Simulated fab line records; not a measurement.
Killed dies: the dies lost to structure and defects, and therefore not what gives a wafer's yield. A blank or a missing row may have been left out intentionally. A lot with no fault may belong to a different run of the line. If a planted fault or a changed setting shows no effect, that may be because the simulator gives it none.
Tool commonality check / flow sky130 / Sampled: 12 lots, 48 wafers

REASON IT WAS OPENED
At SKY_VT_ADJUST_HVTP_TW_MEAS_11 the reading VT_ADJUST_HVTP_TW is flagged on 4 of 12 lots. Wafers without a fault read 1357, standard deviation 12.
Rule: flag the lot when none of its wafers has a number, or when each of its wafers that has one lies beyond 4 standard deviations from that mean. All remaining lots are regarded as sound.

lot=L183; measured=day 6 03:18; on=film metro-01; VT_ADJUST_HVTP_TW, wafer by wafer=1371 1370 1355; flag=
lot=L184; measured=day 6 08:55; on=film metro-04; VT_ADJUST_HVTP_TW, wafer by wafer=1340 1342 1342; flag=
lot=L185; measured=day 6 22:26; on=film metro-04; VT_ADJUST_HVTP_TW, wafer by wafer=1338 1343 1340; flag=
lot=L186; measured=day 7 01:26; on=film metro-03; VT_ADJUST_HVTP_TW, wafer by wafer=1350 1357 1356; flag=
lot=L188; measured=day 7 11:38; on=film metro-03; VT_ADJUST_HVTP_TW, wafer by wafer=1360 1355 1360; flag=
lot=L189; measured=day 7 18:01; on=film metro-04; VT_ADJUST_HVTP_TW, wafer by wafer=1343 1343 1339; flag=
lot=L190; measured=day 7 23:35; on=film metro-04; VT_ADJUST_HVTP_TW, wafer by wafer=1353 1345 1351; flag=
lot=L193; measured=day 8 18:40; on=film metro-04; VT_ADJUST_HVTP_TW, wafer by wafer=1339 1337 1341; flag=
lot=L194; measured=day 8 22:43; on=film metro-01; VT_ADJUST_HVTP_TW, wafer by wafer=964 961 958 961 957 961; flag=FLAGGED
lot=L195; measured=day 9 04:22; on=film metro-01; VT_ADJUST_HVTP_TW, wafer by wafer=967 965 967 960 972 963; flag=FLAGGED
lot=L196; measured=day 9 14:23; on=film metro-04; VT_ADJUST_HVTP_TW, wafer by wafer=944 942 951 945 942 945; flag=FLAGGED
lot=L197; measured=day 9 22:20; on=film metro-01; VT_ADJUST_HVTP_TW, wafer by wafer=965 965 972 958 964 966; flag=FLAGGED
Average over the flagged lots: 959; offset from the usual -398, equal to -33 standard deviations.

LOT BY LOT: THE TOOL USED
The record holds 1 process step before the reading, out of a route of 708 steps. Read each cell as the tool, then ch plus the chambers that the sampled wafers visited, then the start.
lot=L183; flag=; SKY_VT_ADJUST_HVTP_IMPLANT_09=implanter-01 ch 0, day 6 03:04
lot=L184; flag=; SKY_VT_ADJUST_HVTP_IMPLANT_09=implanter-02 ch 0, day 6 08:40
lot=L185; flag=; SKY_VT_ADJUST_HVTP_IMPLANT_09=implanter-04 ch 0, day 6 22:11
lot=L186; flag=; SKY_VT_ADJUST_HVTP_IMPLANT_09=implanter-02 ch 0, day 7 01:11
lot=L188; flag=; SKY_VT_ADJUST_HVTP_IMPLANT_09=implanter-02 ch 0, day 7 11:23
lot=L189; flag=; SKY_VT_ADJUST_HVTP_IMPLANT_09=implanter-02 ch 0, day 7 17:47
lot=L190; flag=; SKY_VT_ADJUST_HVTP_IMPLANT_09=implanter-02 ch 0, day 7 23:20
lot=L193; flag=; SKY_VT_ADJUST_HVTP_IMPLANT_09=implanter-02 ch 0, day 8 18:26
lot=L194; flag=FLAGGED; SKY_VT_ADJUST_HVTP_IMPLANT_09=implanter-04 ch 0, day 8 22:29
lot=L195; flag=FLAGGED; SKY_VT_ADJUST_HVTP_IMPLANT_09=implanter-02 ch 0, day 9 04:02
lot=L196; flag=FLAGGED; SKY_VT_ADJUST_HVTP_IMPLANT_09=implanter-02 ch 0, day 9 14:08
lot=L197; flag=FLAGGED; SKY_VT_ADJUST_HVTP_IMPLANT_09=implanter-04 ch 0, day 9 22:05
What the steps here do:
- SKY_VT_ADJUST_HVTP_IMPLANT_09
- SKY_VT_ADJUST_HVTP_TW_MEAS_11

FLAGGED OVER TOTAL, TOOL BY TOOL (the gauges that took the reading come last)
step=SKY_VT_ADJUST_HVTP_IMPLANT_09; tool=implanter-01; lots run=1; flagged=0; share of the flagged lots=none; sound lots run after its first flagged lot=-
step=SKY_VT_ADJUST_HVTP_IMPLANT_09; tool=implanter-02; lots run=8; flagged=2; share of the flagged lots=some; sound lots run after its first flagged lot=0
step=SKY_VT_ADJUST_HVTP_IMPLANT_09; tool=implanter-04; lots run=3; flagged=2; share of the flagged lots=some; sound lots run after its first flagged lot=0
step=SKY_VT_ADJUST_HVTP_TW_MEAS_11; tool=film metro-01; lots run=4; flagged=3; share of the flagged lots=some; sound lots run after its first flagged lot=0
step=SKY_VT_ADJUST_HVTP_TW_MEAS_11; tool=film metro-03; lots run=2; flagged=0; share of the flagged lots=none; sound lots run after its first flagged lot=-
step=SKY_VT_ADJUST_HVTP_TW_MEAS_11; tool=film metro-04; lots run=6; flagged=1; share of the flagged lots=some; sound lots run after its first flagged lot=0

WHAT IS ALLOWED BY THE TABLE
No row of the table ran every flagged lot.

WHAT WAS PUT IN BY THE SIMULATOR
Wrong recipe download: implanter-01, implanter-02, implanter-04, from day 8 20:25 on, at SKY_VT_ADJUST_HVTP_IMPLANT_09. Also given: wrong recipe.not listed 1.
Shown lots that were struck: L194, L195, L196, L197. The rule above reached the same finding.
